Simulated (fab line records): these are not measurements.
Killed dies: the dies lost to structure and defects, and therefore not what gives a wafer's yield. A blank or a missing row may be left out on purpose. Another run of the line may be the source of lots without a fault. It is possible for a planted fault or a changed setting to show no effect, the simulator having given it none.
A struck lot beside a sound one ; flow sky130 ; 13 out of 708 route steps
Sound: the wafers L119.3, L119.4, L119.5. Wafers L118.1, L118.3, L118.6 were the ones struck. The cause comes at the end.
At each step with rows: each side's tool, then ch and its chambers, then its first start. Under that, the readings that differ: sound wafers ; struck wafers ; difference of the means ; sigmas: that difference in standard deviations of wafers without a fault.
alike: readings with means less than 2 such deviations apart, plus words and numbers identical on both sides. not compared: withheld readings, readings lacking a value on some wafer, bounds such as >300 that could conceal the same value, and numbers that have no deviation in the record and whose values overlap.
The two part at a step that has a row with sigmas, a row that says differs or no value, or rows on one side only. Non-overlapping numbers with no deviation appear without sigmas and do not part them. A reading that every wafer of one side lacks parts them only if that side has two wafers or more.

SKY_NWELL_TW_MEAS_26:
  struck on film_metro-04, day 8 00:14; sound on film_metro-02, day 8 12:45
reading;sound;struck;difference;sigmas
NWELL_2_TW;487 487 486;499 500 498;+12;+2
then, 1 step without rows for these wafers: SKY_NWELL_CLEAN_27 (cleans in SC1/SC2, time 150 s).
SKY_NWELL_RTA_28: time 30 s.
  sound on rtp_anneal-02 ch 0, day 8 12:52; struck on rtp_anneal-02 ch 0, day 8 00:20
  alike: chamber_o2_ppm, lamp_power_pct, wafer_temp_C_max
SKY_NWELL_RS_MEAS_29: uses a four-point probe to measure.
  struck on film_metro-03, day 8 00:26; sound on film_metro-04, day 8 12:59
reading;sound;struck;difference;sigmas
NWELL_RS (ohm/sq);627.8 630.6 629.3;622.9 625.6 623.8;-5.1;-3
SKY_NWELL_RS_MEAS_31: uses a four-point probe to measure.
  struck on film_metro-03, day 8 00:41; sound on film_metro-04, day 8 13:13
  alike: PWDE_RS
then, 6 steps without rows for these wafers: SKY_VT_ADJUST_HVTP_DEHYDRATE_00 (time 60 s); SKY_VT_ADJUST_HVTP_HMDS_01 (prime time 60 s); SKY_VT_ADJUST_HVTP_COAT_02 (resist thk 1140 nm); SKY_VT_ADJUST_HVTP_SOFTBAKE_03 (time 60 s); SKY_VT_ADJUST_HVTP_EXPOSE_04 (exposes mask HVTPM, target cd 380 nm); SKY_VT_ADJUST_HVTP_PEB_05.
SKY_VT_ADJUST_HVTP_DEVELOP_06: develop time 60 s.
  struck on litho_track-01, day 8 20:11; sound on litho_track-01 ch 0, day 9 10:11
  no value came back on the struck wafers for chill_plate_temp_C (C), develop_time_s (s); on the sound wafers chill_plate_temp_C (C) reads 22.79 22.97 22.81
SKY_VT_ADJUST_HVTP_CD_MEAS_07 targets a cd of 380 nm.
  struck on cd_sem-02, day 8 20:20; sound on cd_sem-01, day 9 10:20
reading;sound;struck;difference;sigmas
cd_nm (nm);385.3 382.0 381.4;- - -;no value on the struck wafers;

## WHERE THEY PART
Earliest at SKY_NWELL_TW_MEAS_26; latest, in this record, at SKY_VT_ADJUST_HVTP_CD_MEAS_07.

WHY: whatever the simulator had introduced
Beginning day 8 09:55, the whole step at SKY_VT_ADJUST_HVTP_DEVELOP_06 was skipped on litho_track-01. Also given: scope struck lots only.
